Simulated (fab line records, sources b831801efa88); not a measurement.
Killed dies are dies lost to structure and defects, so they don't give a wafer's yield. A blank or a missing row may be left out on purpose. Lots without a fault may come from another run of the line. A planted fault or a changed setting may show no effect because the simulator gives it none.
A struck lot beside a sound one | flow sky130 | 16 steps out of a route of 708
Sound: wafers L859.1, L859.2, L859.6. Struck: wafers L878.2, L878.3, L878.6. The cause comes at the end.
At each step with rows: each side's tool, then ch and its chambers, then its first start. Under that, the readings that differ: sound wafers | struck wafers | difference of the means | sigmas: that difference in standard deviations of wafers without a fault.
alike: readings whose means differ by less than 2 such deviations, and words and numbers that are the same on both sides. not compared: withheld readings, readings that some wafer has no value for, bounds like >300 that may hide the same value, and numbers for which the record gives no deviation and whose values overlap.
The two part at a step that has a row with sigmas, a row that says differs or no value, or rows on one side only. Numbers that don't overlap but have no deviation are shown without sigmas and don't part them. A reading that every wafer of one side lacks parts them only if that side has two wafers or more.

first, 1 step without rows for these wafers: SKY_FIELD_ISO_CVD_03 (deposits Si3N4 from DCS/NH3, target thk 165 nm, time 2830 s).
SKY_FIELD_ISO_THK_MEAS_04:
  sound on film_metro-03, day 1 23:29; struck on film_metro-04, day 6 05:35
  alike: FIELD_ISO_CVD_03_THK
then, 8 steps without rows for these wafers: SKY_FIELD_ISO_DEHYDRATE_05 (time 60 s); SKY_FIELD_ISO_HMDS_06 (prime time 60 s); SKY_FIELD_ISO_COAT_07 (resist thk 60 nm); SKY_FIELD_ISO_COAT_08 (resist thk 450 nm); SKY_FIELD_ISO_SOFTBAKE_09 (time 90 s); SKY_FIELD_ISO_EXPOSE_10 (exposes mask FOM, target cd 150 nm); SKY_FIELD_ISO_PEB_11; SKY_FIELD_ISO_DEVELOP_12 (develop time 60 s).
SKY_FIELD_ISO_CD_MEAS_13: target cd 150 nm.
  sound on cd_sem-01, day 2 14:08; struck on cd_sem-02, day 6 22:43
  alike: cd_nm
SKY_FIELD_ISO_ETCH_14: etches BARC in N2/H2, stops on SiO2, time 45.9 s, target depth 60 nm.
  sound on rie_diel-02 ch 0,2,3, day 2 14:15; struck on rie_diel-02 ch 1,2,3, day 6 22:49
  alike: drypump_motor_current_A, oes_product_au, run_length_s, throttle_valve_pct
  not compared: rf_hours_counter_h
SKY_FIELD_ISO_ETCH_15: etches the open film in CHF3/O2, stops on Si, target depth 180 nm, time 72 s.
  sound on rie_diel-02 ch 0,2,3, day 2 14:18; struck on rie_diel-02 ch 1,2,3, day 6 22:52
  reading                                          | sound             | struck            | difference | sigmas
  oes_product_au (a.u.)                            | 0.948 0.944 0.950 | 0.915 0.922 0.907 | -0.033     | -4
  run_length_s (s)                                 | 100.1 100.3 99.9  | 104.3 104.7 104.9 | +4.5       | +11
  model.KrF-thick_of_FIELD_ISO_COAT_08.thk_nm (nm) | 236.5 240.3 240.5 | 221.8 216.7 225.4 | -17.8      |
  alike: drypump_motor_current_A, throttle_valve_pct
  not compared: rf_hours_counter_h
SKY_FIELD_ISO_STRIP_16: strips in O2/N2.
  sound on plasma_asher-03 ch 0,1, day 2 14:21; struck on plasma_asher-04 ch 1, day 6 22:55
  reading                      | sound          | struck         | difference | sigmas
  strip_time_to_endpoint_s (s) | 3.54 3.57 3.58 | 3.39 3.33 3.43 | -0.18      | -4
  alike: drypump_motor_current_A, oes_product_au
  not compared: rf_hours_counter_h
SKY_FIELD_ISO_ETCH_17: etches Si in HBr/Cl2/O2, target depth 342 nm, time 97.7 s.
  sound on rie_si-01 ch 1,2, day 2 14:27; struck on rie_si-02 ch 0,1,3, day 6 23:01
  alike: drypump_motor_current_A, oes_product_au, run_length_s, throttle_valve_pct
  not compared: rf_hours_counter_h
-- the record jumps here: 44 days lie between the struck wafers' starts before and after (it left off in module FIELD_ISO and takes up again in module PAD_OPEN, whose first step shown is number 708 of the route) --
SKY_PAD_OPEN_PROBE_99:
  sound on prober-02, day 46 03:55; struck on prober-01, day 50 13:34
  alike: killed_at_M0_to_M3, killed_at_M4_up, killed_at_contacts, killed_at_front_end, killed_at_other, killed_dies, killed_on_rim, killed_open, killed_short

WHERE THEY PART
First at SKY_FIELD_ISO_ETCH_15; last, within this record, at SKY_FIELD_ISO_STRIP_16. Later steps at which nothing parts them and some readings are alike: SKY_FIELD_ISO_ETCH_17, SKY_PAD_OPEN_PROBE_99.

WHY: what the simulator had put in
Process parameter drift: rie_diel-02, from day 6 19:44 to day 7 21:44, at SKY_FIELD_ISO_ETCH_15. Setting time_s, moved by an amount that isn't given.
